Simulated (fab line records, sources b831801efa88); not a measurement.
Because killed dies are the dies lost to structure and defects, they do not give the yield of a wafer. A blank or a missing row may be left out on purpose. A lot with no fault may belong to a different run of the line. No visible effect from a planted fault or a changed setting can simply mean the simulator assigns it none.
Which tool did it? || flow gf180mcu || 21 wafers from 7 lots sampled at 2 of the route's 602 steps

## WHAT THE GAUGES READ, wafer by wafer
GF_DNWELL_TW_MEAS_09.
{"lot": "L315", "measured": "day 3 07:16", "on": "film metro-02", "DNWELL_TW": "1365 1356 1347"}
{"lot": "L317", "measured": "day 3 15:41", "on": "film metro-01", "DNWELL_TW": "1362 1356 1359"}
{"lot": "L321", "measured": "day 4 13:12", "on": "film metro-04", "DNWELL_TW": "1363 1365 1374"}
{"lot": "L324", "measured": "day 5 06:02", "on": "film metro-04", "DNWELL_TW": "1364 1369 1365"}
{"lot": "L330", "measured": "day 6 21:10", "on": "film metro-04", "DNWELL_TW": "1486 1485 1478 1478 1480 1484"}
{"lot": "L333", "measured": "day 7 11:07", "on": "film metro-02", "DNWELL_TW": "1346 1354 1354"}
{"lot": "L336", "measured": "day 8 01:36", "on": "film metro-01", "DNWELL_TW": "1349 1351 1347"}

## WHICH TOOL RAN EACH LOT (tool, then ch and the chambers of the sampled wafers, then the start)
{"lot": "L315", "GF_DNWELL_IMPLANT_07": "implanter-04 ch 0, day 3 07:01"}
{"lot": "L317", "GF_DNWELL_IMPLANT_07": "implanter-01 ch 0, day 3 15:26"}
{"lot": "L321", "GF_DNWELL_IMPLANT_07": "implanter-01 ch 0, day 4 12:58"}
{"lot": "L324", "GF_DNWELL_IMPLANT_07": "implanter-04 ch 0, day 5 05:47"}
{"lot": "L330", "GF_DNWELL_IMPLANT_07": "implanter-02 ch 0, day 6 20:55"}
{"lot": "L333", "GF_DNWELL_IMPLANT_07": "implanter-04 ch 0, day 7 10:52"}
{"lot": "L336", "GF_DNWELL_IMPLANT_07": "implanter-04 ch 0, day 8 01:22"}
- GF_DNWELL_IMPLANT_07

## THE ANSWER, worked out from the rows above alone
Rule: the usual values come from the lots themselves. The widest of any qualifying gaps counts: lots, ordered by their means at a reading, are off when they make up no more than a third of the lots, leave a main group of 4 or more, and stand apart from it by 3 or more times the standard deviation of that group's means. If all means in a main group match to the digits the tables above print for the reading, that group is not used. Also off: a lot with no number at a reading for which 4 or more lots have one. All remaining lots with rows at the step are treated as sound.
Off: L330, at GF_DNWELL_TW_MEAS_09 (DNWELL_TW). Main group: mean 1358, sd 6.8.
If a tool, at a process step before that reading, ran all the lots that are off and no sound lot after the first of them, it fits. The gauges at GF_DNWELL_TW_MEAS_09 are tried like those tools. Undecided on this evidence; 2 tools fit (implanter-02 at GF_DNWELL_IMPLANT_07, film metro-04 at GF_DNWELL_TW_MEAS_09).

## WHAT WAS PUT IN BY THE SIMULATOR
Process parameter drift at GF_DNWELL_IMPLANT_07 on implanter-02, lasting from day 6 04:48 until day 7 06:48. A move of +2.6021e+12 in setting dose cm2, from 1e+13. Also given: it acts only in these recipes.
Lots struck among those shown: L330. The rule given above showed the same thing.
